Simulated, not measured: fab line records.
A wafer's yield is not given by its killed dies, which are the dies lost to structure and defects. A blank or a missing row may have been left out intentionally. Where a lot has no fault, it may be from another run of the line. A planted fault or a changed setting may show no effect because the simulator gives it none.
fab line records -- flow gf180mcu
record: lots: 13, wafers: 39, lastDay: 34
route steps=602 shown LVPWELL@56 V1@337 V2@383
lots untouched by any fault: they come from a run of this same line in which no faults occurred
startH: hours from the record's first day to the start of the lot's first wafer shown -- waitH: time in hours since the lot's previous step -- " same as the row above -- L1.1+2: one row covering several wafers at once -- - value missing, or start not given -- * or withheld: withheld -- < > ~ a bound
route shown NAME@n: a module of which the file shows steps, and the number in the route of the first -- usual: the fault-free wafers' mean and standard deviation -- same: alike in all rows -- chamber/n: place in a boat -- sites: each site's reading -- _std_site: how widely they spread, as a standard deviation -- _edge_site: outer sites' mean less inner sites' -- radiusMm: for every site, how far away it sits from the centre of the wafer -- mask NAME#n: copy n -- behind: the tool/chamber that last shaped the wafer -- hold: reason for holding the lot/hours on hold/outcome of the hold -- device: whichever transistor did not switch (one of n, p or np) -- end of line: tests run on the same wafers once the route is complete -- for a step that has no rows: nothing shown but its recipe -- killed: not the wafer's yield, but the dies lost to structure and defects at the first sort -- map: shows each die of a wafer: x if killed, . if not, _ if none is there
set.NAME: the run value of the setting; set.NAME@STEP: its run value at that earlier step -- model.NAME: the simulator's own value behind a step, which no gauge read
a sample of lots followed through the steps of the route, with each step as a table and each wafer as a row
services: from which hour (startH, from the record's first day; less than 0 if before it) a tool's chamber was out of use, for how many hours, and why
== steps ==
step: GF_LVPWELL_COAT_02
recipe: spinRpm: 2000, resistThkNm: 3000
usual: exhaustPa: 44.6/0.77
lot.wafer,tool,chamber,startH,waitH,exhaustPa
L989.2,lithoTrack-03,0,70.23,0.1,44.6
L989.4,lithoTrack-03,0,70.23,0.1,43.6
L989.5,lithoTrack-03,0,70.23,0.1,44.9
L990.3,lithoTrack-03,0,73.21,0.1,44.2
L990.5,lithoTrack-03,0,73.21,0.1,45.1
L990.6,lithoTrack-03,0,73.21,0.1,45.2
L993.3,lithoTrack-03,0,89.41,0.1,45.1
L993.5,lithoTrack-03,0,89.41,0.1,43.8
L993.6,lithoTrack-03,0,89.41,0.1,44.8
L994.2,lithoTrack-03,0,95.48,0.1,45.2
L994.4,lithoTrack-03,0,95.48,0.1,44.2
L994.5,lithoTrack-03,0,95.48,0.1,45.2
L995.1,lithoTrack-01,0,100.09,0.1,42.8
L995.2,lithoTrack-01,0,100.09,0.1,46.5
L995.4,lithoTrack-01,0,100.09,0.1,43.7
L996.2,lithoTrack-03,0,107.63,0.1,44.9
L996.5,lithoTrack-03,0,107.63,0.1,45.8
L996.6,lithoTrack-03,0,107.63,0.1,44.4
L997.3,lithoTrack-03,0,110.36,0.1,44.5
L997.4,lithoTrack-03,0,110.36,0.1,44.2
L997.6,lithoTrack-03,0,110.36,0.1,45.1
L103.1,lithoTrack-03,0,146.51,0.1,44.8
L103.2,lithoTrack-03,0,146.51,0.1,44.5
L103.5,lithoTrack-03,0,146.51,0.1,45.0
L104.2,lithoTrack-03,0,151.98,0.1,44.5
L104.3,lithoTrack-03,0,151.98,0.1,44.9
L104.6,lithoTrack-03,0,151.98,0.1,44.6
L107.1,lithoTrack-01,0,165.84,0.1,44.5
L107.3,lithoTrack-01,0,165.84,0.1,45.9
L107.6,lithoTrack-01,0,165.84,0.1,44.4
L108.2,lithoTrack-02,0,174.25,0.1,45.8
L108.4,lithoTrack-02,0,174.25,0.1,45.5
L108.5,lithoTrack-02,0,174.25,0.1,44.9
L109.2,lithoTrack-01,0,176.77,0.1,44.7
L109.3,lithoTrack-01,0,176.77,0.1,44.5
L109.4,lithoTrack-01,0,176.77,0.1,45.2
L111.4,lithoTrack-02,0,188.60,0.1,46.1
L111.5,lithoTrack-02,0,188.60,0.1,44.3
L111.6,lithoTrack-02,0,188.60,0.1,43.3
step: GF_LVPWELL_STRIP_10
recipe: chemistry: O2/N2, powerW: 1400, pressureMtorr: 1500, platenTempC: 250, o2FlowSccm: 3000, n2FlowSccm: 300, overashFraction: 0.5
usual: drypumpMotorCurrentA: 5.7/0.35, heaterPowerW: 351/14, oesProductAu: 0.723/0.0044, stripTimeToEndpointS: 36.92/0.099
lot.wafer,tool,chamber,startH,waitH,drypumpMotorCurrentA,heaterPowerW,oesProductAu,rfHoursCounterH,stripTimeToEndpointS
L989.2,plasmaAsher-01,1,76.88,0.1,5.7,338,0.717,39,37.04
L989.4,plasmaAsher-01,0,76.88,0.1,5.1,334,0.719,-,37.00
L989.5,plasmaAsher-01,0,76.88,0.1,5.0,343,0.718,-,36.93
L990.3,plasmaAsher-01,0,80.86,0.1,5.1,340,0.719,-,37.02
L990.5,plasmaAsher-01,1,80.86,0.1,5.7,332,0.721,-,37.12
L990.6,plasmaAsher-01,0,80.86,0.1,5.0,343,0.723,-,36.98
L993.3,plasmaAsher-01,1,97.04,0.1,5.7,331,0.720,-,36.94
L993.5,plasmaAsher-01,0,97.04,0.1,5.0,344,0.725,-,36.86
L993.6,plasmaAsher-01,1,97.04,0.1,5.7,338,0.720,-,36.87
L994.2,plasmaAsher-02,1,102.56,0.1,6.1,343,0.721,30,36.87
L994.4,plasmaAsher-02,0,102.56,0.1,5.4,363,0.722,-,36.99
L994.5,plasmaAsher-02,1,102.56,0.1,6.1,326,0.720,-,36.89
L995.1,plasmaAsher-02,1,107.64,0.1,6.1,339,0.727,31,36.95
L995.2,plasmaAsher-02,0,107.64,0.1,5.4,364,0.721,31,36.99
L995.4,plasmaAsher-02,0,107.64,0.1,5.4,361,0.724,-,36.77
L996.2,plasmaAsher-03,1,115.26,0.1,6.1,359,0.722,48,36.87
L996.5,plasmaAsher-03,0,115.26,0.1,5.6,364,0.725,-,36.91
L996.6,plasmaAsher-03,1,115.26,0.1,6.1,358,0.721,-,36.92
L997.3,plasmaAsher-03,1,117.98,0.1,6.1,360,0.727,-,36.87
L997.4,plasmaAsher-03,0,117.98,0.1,5.6,365,0.714,-,36.97
L997.6,plasmaAsher-03,1,117.98,0.1,6.1,358,0.728,-,36.91
L103.1,plasmaAsher-03,0,155.09,0.1,5.5,365,0.696,53,11.15
L103.2,plasmaAsher-03,1,155.09,0.1,6.1,356,0.700,53,11.14
L103.5,plasmaAsher-03,0,155.09,0.1,5.5,365,0.696,-,11.15
L104.2,plasmaAsher-01,0,160.49,0.1,5.1,334,0.688,45,11.13
L104.3,plasmaAsher-01,0,160.49,0.1,5.1,338,0.694,-,11.16
L104.6,plasmaAsher-01,0,160.49,0.1,5.0,340,0.688,-,11.13
L107.1,plasmaAsher-02,0,174.58,0.1,5.4,366,0.722,39,36.85
L107.3,plasmaAsher-02,1,174.58,0.1,6.1,333,0.730,-,36.91
L107.6,plasmaAsher-02,1,174.58,0.1,6.1,339,0.720,-,36.82
L108.2,plasmaAsher-03,0,183.13,0.1,5.6,368,0.714,56,36.89
L108.4,plasmaAsher-03,1,183.13,0.1,6.1,360,0.724,-,36.88
L108.5,plasmaAsher-03,0,183.13,0.1,5.5,367,0.725,-,36.85
L109.2,plasmaAsher-01,1,185.33,0.1,5.7,339,0.719,48,36.88
L109.3,plasmaAsher-01,0,185.33,0.1,5.1,334,0.728,-,36.92
L109.4,plasmaAsher-01,1,185.33,0.1,5.7,338,0.725,-,36.86
L111.4,plasmaAsher-01,1,197.66,0.1,5.7,325,0.723,-,36.88
L111.5,plasmaAsher-01,1,197.66,0.1,5.7,328,0.724,-,36.90
L111.6,plasmaAsher-01,0,197.66,0.1,5.0,343,0.729,-,36.92
step: GF_V1_CVD_02
recipe: material: SiO2, targetThkNm: 850, precursor: TEOS, tempC: 400, timeS: 94.851, rfW: 600
usual: heaterPowerW: 648/94, susceptorTempC: 400.03/0.2
lot.wafer,tool,chamber,startH,waitH,heaterPowerW,susceptorTempC
L989.2,pecvd-04,2,396.61,0.0,684,400.23
L989.4,pecvd-04,2,396.61,0.0,551,400.34
L989.5,pecvd-04,0,396.61,0.0,664,399.96
L990.3,pecvd-03,0,407.22,0.0,746,399.86
L990.5,pecvd-03,0,407.22,0.0,779,400.00
L990.6,pecvd-03,2,407.22,0.0,604,400.10
L993.3,pecvd-04,1,433.32,0.0,538,399.97
L993.5,pecvd-04,2,433.32,0.0,677,400.46
L993.6,pecvd-04,1,433.32,0.0,550,399.94
L994.2,pecvd-04,2,443.96,0.0,679,399.96
L994.4,pecvd-04,1,443.96,0.0,450,400.20
L994.5,pecvd-04,2,443.96,0.0,558,399.84
L995.1,pecvd-02,1,449.52,0.1,630,399.92
L995.2,pecvd-02,2,449.52,0.1,736,399.67
L995.4,pecvd-02,2,449.52,0.1,579,399.86
L996.2,pecvd-02,1,459.85,0.0,601,400.00
L996.5,pecvd-02,1,459.85,0.0,636,399.96
L996.6,pecvd-02,2,459.85,0.0,695,400.17
L997.3,pecvd-02,0,470.58,0.0,575,399.85
L997.4,pecvd-02,1,470.58,0.0,722,399.88
L997.6,pecvd-02,2,470.58,0.0,573,399.91
L103.1,pecvd-04,0,525.58,0.1,678,399.87
L103.2,pecvd-04,1,525.58,0.1,458,400.10
L103.5,pecvd-04,0,525.58,0.1,745,399.73
L104.2,pecvd-03,2,530.87,0.0,534,400.45
L104.3,pecvd-03,0,530.87,0.0,773,400.37
L104.6,pecvd-03,1,530.87,0.0,639,399.82
L107.1,pecvd-04,2,551.28,0.1,679,399.65
L107.3,pecvd-04,0,551.28,0.1,809,400.23
L107.6,pecvd-04,1,551.28,0.1,526,400.06
L108.2,pecvd-02,1,560.71,0.0,687,399.95
L108.4,pecvd-02,1,560.71,0.0,724,400.36
L108.5,pecvd-02,2,560.71,0.0,679,399.75
L109.2,pecvd-04,0,566.20,0.0,839,399.65
L109.3,pecvd-04,1,566.20,0.0,544,399.91
L109.4,pecvd-04,2,566.20,0.0,675,400.11
L111.4,pecvd-04,0,578.80,0.1,669,400.08
L111.5,pecvd-04,2,578.80,0.1,683,400.28
L111.6,pecvd-04,1,578.80,0.1,565,400.14
step: GF_V2_THK_MEAS_01
recipe: reads: SiO2_of_V2_CVD_00
usual: V2_CVD_00_THK: 598/7.2
lot.wafer,tool,chamber,startH,waitH,V2_CVD_00_THK[nm]
L989.2,filmMetro-02,-,447.43,0.0,595
L989.4,filmMetro-02,-,447.43,0.0,593
L989.5,filmMetro-02,-,447.43,0.0,590
L990.3,filmMetro-03,-,458.19,0.1,600
L990.5,filmMetro-03,-,458.19,0.1,602
L990.6,filmMetro-03,-,458.19,0.1,597
L993.3,filmMetro-02,-,485.42,0.1,600
L993.5,filmMetro-02,-,485.42,0.1,605
L993.6,filmMetro-02,-,485.42,0.1,601
L994.2,filmMetro-02,-,495.24,0.0,588
L994.4,filmMetro-02,-,495.24,0.0,592
L994.5,filmMetro-02,-,495.24,0.0,590
L995.1,filmMetro-03,-,499.18,0.0,593
L995.2,filmMetro-03,-,499.18,0.0,597
L995.4,filmMetro-03,-,499.18,0.0,592
L996.2,filmMetro-01,-,510.60,0.0,598
L996.5,filmMetro-01,-,510.60,0.0,605
L996.6,filmMetro-01,-,510.60,0.0,604
L997.3,filmMetro-01,-,521.25,0.1,594
L997.4,filmMetro-01,-,521.25,0.1,590
L997.6,filmMetro-01,-,521.25,0.1,594
L103.1,filmMetro-03,-,573.37,0.0,596
L103.2,filmMetro-03,-,573.37,0.0,590
L103.5,filmMetro-03,-,573.37,0.0,602
L104.2,filmMetro-01,-,578.75,0.0,607
L104.3,filmMetro-01,-,578.75,0.0,614
L104.6,filmMetro-01,-,578.75,0.0,601
L107.1,filmMetro-01,-,598.03,0.0,610
L107.3,filmMetro-01,-,598.03,0.0,610
L107.6,filmMetro-01,-,598.03,0.0,602
L108.2,filmMetro-03,-,605.74,0.0,608
L108.4,filmMetro-03,-,605.74,0.0,599
L108.5,filmMetro-03,-,605.74,0.0,606
L109.2,filmMetro-03,-,611.14,0.0,602
L109.3,filmMetro-03,-,611.14,0.0,600
L109.4,filmMetro-03,-,611.14,0.0,603
L111.4,filmMetro-01,-,623.69,0.1,596
L111.5,filmMetro-01,-,623.69,0.1,599
L111.6,filmMetro-01,-,623.69,0.1,593
step: GF_V2_STRIP_18
recipe: chemistry: O2/N2, powerW: 1400, pressureMtorr: 1500, platenTempC: 250, o2FlowSccm: 3000, n2FlowSccm: 300, overashFraction: 0.5
usual: drypumpMotorCurrentA: 5.6/0.33, heaterPowerW: 356/24, oesProductAu: 0.593/0.0047
lot.wafer,tool,chamber,startH,waitH,drypumpMotorCurrentA,heaterPowerW,oesProductAu,rfHoursCounterH
L989.2,plasmaAsher-01,0,471.84,-,5.1,361,0.591,4
L989.4,plasmaAsher-01,0,471.84,-,5.1,360,0.590,-
L989.5,plasmaAsher-01,0,471.84,-,5.1,349,0.590,-
L990.3,plasmaAsher-01,1,483.77,-,5.7,328,0.586,-
L990.5,plasmaAsher-01,0,483.77,-,5.0,346,0.591,-
L990.6,plasmaAsher-01,1,483.77,-,5.7,329,0.596,-
L993.3,plasmaAsher-01,1,509.89,-,5.7,336,0.589,-
L993.5,plasmaAsher-01,1,509.89,-,5.7,323,0.595,-
L993.6,plasmaAsher-01,0,509.89,-,5.1,344,0.586,-
L994.2,plasmaAsher-01,0,519.37,-,5.0,345,0.595,9
L994.4,plasmaAsher-01,0,519.37,-,5.1,357,0.596,-
L994.5,plasmaAsher-01,0,519.37,-,5.1,347,0.590,-
L995.1,plasmaAsher-04,1,523.79,-,5.6,371,0.594,41
L995.2,plasmaAsher-04,0,523.79,-,5.7,406,0.595,41
L995.4,plasmaAsher-04,0,523.79,-,5.7,407,0.589,-
L996.2,plasmaAsher-01,0,535.26,-,5.1,348,0.594,11
L996.5,plasmaAsher-01,1,535.26,-,5.7,329,0.596,-
L996.6,plasmaAsher-01,0,535.26,-,5.0,350,0.593,-
L997.3,plasmaAsher-04,0,544.60,-,5.7,416,0.600,-
L997.4,plasmaAsher-04,1,544.60,-,5.6,364,0.601,-
L997.6,plasmaAsher-04,0,544.60,-,5.7,406,0.600,-
L103.1,plasmaAsher-02,0,595.21,-,5.3,352,0.596,83
L103.2,plasmaAsher-02,1,595.21,-,6.0,343,0.588,83
L103.5,plasmaAsher-02,1,595.21,-,6.1,339,0.588,-
L104.2,plasmaAsher-02,0,601.09,-,5.4,361,0.598,84
L104.3,plasmaAsher-02,0,601.09,-,5.4,366,0.584,-
L104.6,plasmaAsher-02,0,601.09,-,5.4,372,0.597,-
L107.1,plasmaAsher-04,0,619.64,-,5.7,409,0.595,51
L107.3,plasmaAsher-04,1,619.64,-,5.6,356,0.596,-
L107.6,plasmaAsher-04,1,619.64,-,5.6,352,0.594,-
L108.2,plasmaAsher-02,1,626.62,-,6.1,333,0.592,87
L108.4,plasmaAsher-02,0,626.62,-,5.5,358,0.592,-
L108.5,plasmaAsher-02,1,626.62,-,6.1,344,0.587,-
L109.2,plasmaAsher-02,0,631.87,-,5.4,365,0.587,87
L109.3,plasmaAsher-02,1,631.87,-,6.1,344,0.595,-
L109.4,plasmaAsher-02,0,631.87,-,5.4,369,0.598,-
L111.4,plasmaAsher-01,1,644.14,-,5.7,326,0.596,-
L111.5,plasmaAsher-01,0,644.14,-,5.0,358,0.583,-
L111.6,plasmaAsher-01,1,644.14,-,5.7,340,0.594,-
== services ==
tool,chamber,startH,hours,kind
plasmaAsher-01,-,60.88,15.6,pm
plasmaAsher-02,-,73.85,14.6,pm
plasmaAsher-01,-,100.58,18.4,pm
plasmaAsher-04,-,108.52,2.8,pm
plasmaAsher-04,-,111.27,9.0,pm
pecvd-04,-,115.32,4.3,pm
plasmaAsher-01,-,132.85,4.0,repair
plasmaAsher-01,-,138.60,2.8,pm
pecvd-04,-,144.00,15.1,repair
plasmaAsher-04,-,156.15,3.7,repair
plasmaAsher-02,-,159.81,2.4,repair
plasmaAsher-01,-,191.34,0.5,repair
plasmaAsher-01,-,204.39,9.4,repair
plasmaAsher-01,-,317.65,3.2,repair
plasmaAsher-01,-,330.37,0.3,repair
pecvd-04,-,341.89,2.8,pm
pecvd-04,2,368.80,4.4,repair
pecvd-02,-,368.88,14.0,pm
plasmaAsher-02,-,373.79,15.6,pm
plasmaAsher-01,-,421.25,9.0,pm
plasmaAsher-02,-,518.51,1.8,repair
plasmaAsher-02,-,570.00,2.0,repair
plasmaAsher-03,-,584.77,1.7,repair
pecvd-02,-,634.02,0.9,repair
== key ==
firstSign: step: GF_LVPWELL_STRIP_10, reading: stripTimeToEndpointS, direction: down, sigmas: 99+, usual: *, struck: *
effect: step: GF_LVPWELL_STRIP_10, reading: oesProductAu, direction: down, sigmas: 6.5, usual: 0.723, struck: 0.694
metAt GF_LVPWELL_COAT_02
struckLots L103,L104
testerLeftOut L103,L104
notActingAt GF_V1_CVD_02,GF_V2_THK_MEAS_01,GF_V2_STRIP_18
onsetBetween 110.36 146.51
fault: kind: processParameterDrift, tool: lithoTrack-03, chamber: -, onsetH: 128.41, steps: GF_LVPWELL_COAT_02, channel: resistThkNm, offset: *, shape: step, endH: 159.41, actsIn: *, stated: *
testerLeftOut: of these lots the tester's yield and bins aren't shown, on N5 and GAA mostly nor the transistor test; their killed dies are dies lost to structure and defects alone, not to doping, threshold or leakage, so they don't give the yield
